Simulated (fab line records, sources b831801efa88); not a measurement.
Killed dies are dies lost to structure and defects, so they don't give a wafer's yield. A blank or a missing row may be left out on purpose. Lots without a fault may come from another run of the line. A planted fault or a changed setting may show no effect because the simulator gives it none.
Which tool did it? | flow sky130 | 11 lots, 33 wafers sampled, at 1 step of a route of 708

WHAT THE GAUGES READ, wafer by wafer
SKY_SONOS_ONO_THK_MEAS_01.
lot  | measured     | on            | SONOS_ONO_OXIDATION_THK (nm)
L766 | day 11 09:08 | film_metro-01 | 2.51 2.51 2.57
L768 | day 12 02:40 | film_metro-02 | 2.65 2.50 2.62
L770 | day 12 19:20 | film_metro-02 | 2.65 2.59 2.66
L771 | day 13 03:38 | film_metro-02 | 2.65 2.66 2.58
L772 | day 13 09:59 | film_metro-02 | 2.71 2.60 2.66
L773 | day 13 16:58 | film_metro-01 | 2.73 2.65 2.67
L775 | day 14 07:22 | film_metro-02 | 2.67 2.67 2.60
L781 | day 16 08:23 | film_metro-02 | 2.49 2.51 2.65
L782 | day 16 16:19 | film_metro-01 | 2.59 2.67 2.60
L788 | day 18 17:38 | film_metro-02 | 2.66 2.65 2.68
L789 | day 19 03:14 | film_metro-04 | 2.53 2.57 2.58

WHICH TOOL RAN EACH LOT (tool, then ch and the chambers of the sampled wafers, then the start)
The record holds no process step before these readings.

THE ANSWER, worked out from the rows above alone
Rule: what is usual is taken from the lots themselves. Put in order of their means at a reading, lots are off if they are a third of the lots or fewer, leave a main group of 4 or more, and stand apart from it by a gap of 3 or more times the standard deviation of the main group's means; of several such gaps the widest counts. A main group whose means are all the same, to the digits that the tables above print for the reading, isn't used. A lot without any number at a reading at which 4 lots or more have one is off too. The other lots that the step has rows for count as sound.
No lot is off at any reading shown: from this, nothing can be told.

WHAT THE SIMULATOR HAD PUT IN
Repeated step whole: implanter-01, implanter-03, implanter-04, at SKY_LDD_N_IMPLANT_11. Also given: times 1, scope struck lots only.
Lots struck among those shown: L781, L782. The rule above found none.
